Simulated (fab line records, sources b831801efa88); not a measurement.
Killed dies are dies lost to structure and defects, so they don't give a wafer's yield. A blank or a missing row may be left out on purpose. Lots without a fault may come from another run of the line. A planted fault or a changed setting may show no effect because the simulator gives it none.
A struck lot beside a sound one | flow sky130 | 16 steps out of a route of 708
Sound: wafers L677.2, L677.4, L677.5. Struck: wafers L685.2, L685.4, L685.5. The cause comes at the end.
At each step with rows: each side's tool, then ch and its chambers, then its first start. Under that, the readings that differ: sound wafers | struck wafers | difference of the means | sigmas: that difference in standard deviations of wafers without a fault.
alike: readings whose means differ by less than 2 such deviations, and words and numbers that are the same on both sides. not compared: withheld readings, readings that some wafer has no value for, bounds like >300 that may hide the same value, and numbers for which the record gives no deviation and whose values overlap.
The two part at a step that has a row with sigmas, a row that says differs or no value, or rows on one side only. Numbers that don't overlap but have no deviation are shown without sigmas and don't part them. A reading that every wafer of one side lacks parts them only if that side has two wafers or more.

SKY_VIA2_CMP_02: polishes SiO2.
  sound on cmp-02 ch 1,2, day 37 20:18; struck on cmp-02 ch 0,1, day 40 05:41
  alike: motor_current_A, retaining_ring_pressure_frac
SKY_VIA2_BOW_MEAS_03:
  sound on film_metro-04, day 37 20:37; struck on film_metro-04, day 40 06:01
  alike: VIA2_BOW
then, 8 steps without rows for these wafers: SKY_VIA2_DEHYDRATE_04 (time 60 s); SKY_VIA2_HMDS_05 (prime time 60 s); SKY_VIA2_COAT_06 (resist thk 60 nm); SKY_VIA2_COAT_07 (resist thk 450 nm); SKY_VIA2_SOFTBAKE_08 (time 90 s); SKY_VIA2_EXPOSE_09 (exposes mask VIM2, target cd 200 nm); SKY_VIA2_PEB_10; SKY_VIA2_DEVELOP_11 (develop time 60 s).
SKY_VIA2_CD_MEAS_12: target cd 200 nm.
  sound on cd_sem-02, day 38 22:44; struck on cd_sem-01, day 41 06:56
  alike: cd_nm
SKY_VIA2_OVL_MEAS_13:
  sound on overlay-02, day 38 22:50; struck on overlay-01, day 41 07:02
  alike: VIA2_OVL
SKY_VIA2_ETCH_14: etches BARC in N2/H2, stops on SiO2, time 45.9 s, target depth 60 nm.
  sound on rie_diel-02 ch 0,1,2, day 38 22:52; struck on rie_diel-04 ch 0,1,3, day 41 07:04
  no value came back on the struck wafers for any of 6 readings (bias_w (W), chamber_pressure_mTorr (mTorr) and others); on the sound wafers bias_w (W) reads 100.35 99.83 100.34
  reading                                     | sound             | struck            | difference | sigmas
  model.KrF-thick_of_VIA2_COAT_07.thk_nm (nm) | 392.7 392.1 391.8 | 435.6 436.3 434.7 | +43.3      |
  not compared: rf_hours_counter_h
SKY_VIA2_ETCH_15: etches SiO2 in C4F8/O2/Ar, stops on TiN, target depth 546 nm, time 84 s.
  sound on rie_diel-02 ch 0,1,2, day 38 22:54; struck on rie_diel-04 ch 0,1,3, day 41 07:07
  reading                                     | sound             | struck            | difference | sigmas
  oes_product_au (a.u.)                       | 0.948 0.949 0.947 | 0.372 0.382 0.377 | -0.571     | -99 or more
  model.KrF-thick_of_VIA2_COAT_07.thk_nm (nm) | 284 283.4 283.2   | 326.8 327 325.4   | +42.9      |
  alike: bias_w, chamber_pressure_mTorr
  not compared: rf_hours_counter_h
SKY_VIA2_STRIP_16: strips in O2/N2.
  sound on plasma_asher-03 ch 0,1, day 38 22:58; struck on plasma_asher-03 ch 0,1, day 41 07:11
  reading                      | sound             | struck            | difference | sigmas
  oes_product_au (a.u.)        | 0.399 0.395 0.389 | 0.416 0.417 0.409 | +0.020     | +4
  strip_time_to_endpoint_s (s) | 4.050 4.040 4.042 | 4.512 4.502 4.491 | +0.458     | +24
  alike: drypump_motor_current_A
  not compared: rf_hours_counter_h
then, 1 step without rows for these wafers: SKY_VIA2_STRIP_17 (strips in post etch residue remover, time 1200 s).

WHERE THEY PART
First at SKY_VIA2_ETCH_14; last, within this record, at SKY_VIA2_STRIP_16.

WHY: what the simulator had put in
Skipped step whole: rie_diel-04, from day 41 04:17 on, at SKY_VIA2_ETCH_14. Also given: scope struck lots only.
